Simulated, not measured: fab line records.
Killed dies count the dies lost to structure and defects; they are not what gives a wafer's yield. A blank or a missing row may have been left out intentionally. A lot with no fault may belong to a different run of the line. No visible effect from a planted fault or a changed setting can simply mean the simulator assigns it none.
What tool caused it? | flow sky130 | at 1 step of a route of 708, 6 lots with 17 wafers sampled

WHAT EACH GAUGE READ, for each wafer
SKY_POLY_GATE_THK_MEAS_04.
lot  | measured     | on            | POLY_GATE_CVD_03_THK (nm)
L800 | day 16 01:44 | film metro-02 | 76.2 75.3 75.4
L803 | day 17 10:51 | film metro-04 | 75.1 75.6
L811 | day 20 10:35 | film metro-03 | 75.1 75.5 74.8
L813 | day 20 19:32 | film metro-02 | 75.2 75.3 76.0
L816 | day 22 04:53 | film metro-03 | 74.7 74.5 74.4
L818 | day 23 05:23 | film metro-03 | 74.9 74.3 74.7

EACH LOT AND THE TOOL THAT RAN IT (in order: tool; ch and the chambers of the sampled wafers; start)
Before these readings, the record contains no process step.

THE ANSWER, worked out from the rows above alone
Rule: the usual values come from the lots themselves. The widest of any qualifying gaps counts: lots, ordered by their means at a reading, are off when they make up no more than a third of the lots, leave a main group of 4 or more, and stand apart from it by 3 or more times the standard deviation of that group's means. The tables above print the reading to a certain number of digits; a main group whose means all agree to those digits is not used. Also off: a lot with no number at a reading for which 4 or more lots have one. Where the step has rows for the other lots, those lots are counted as sound.
None of the lots is off at any reading shown; this tells nothing.

WHAT THE SIMULATOR HAD PUT IN
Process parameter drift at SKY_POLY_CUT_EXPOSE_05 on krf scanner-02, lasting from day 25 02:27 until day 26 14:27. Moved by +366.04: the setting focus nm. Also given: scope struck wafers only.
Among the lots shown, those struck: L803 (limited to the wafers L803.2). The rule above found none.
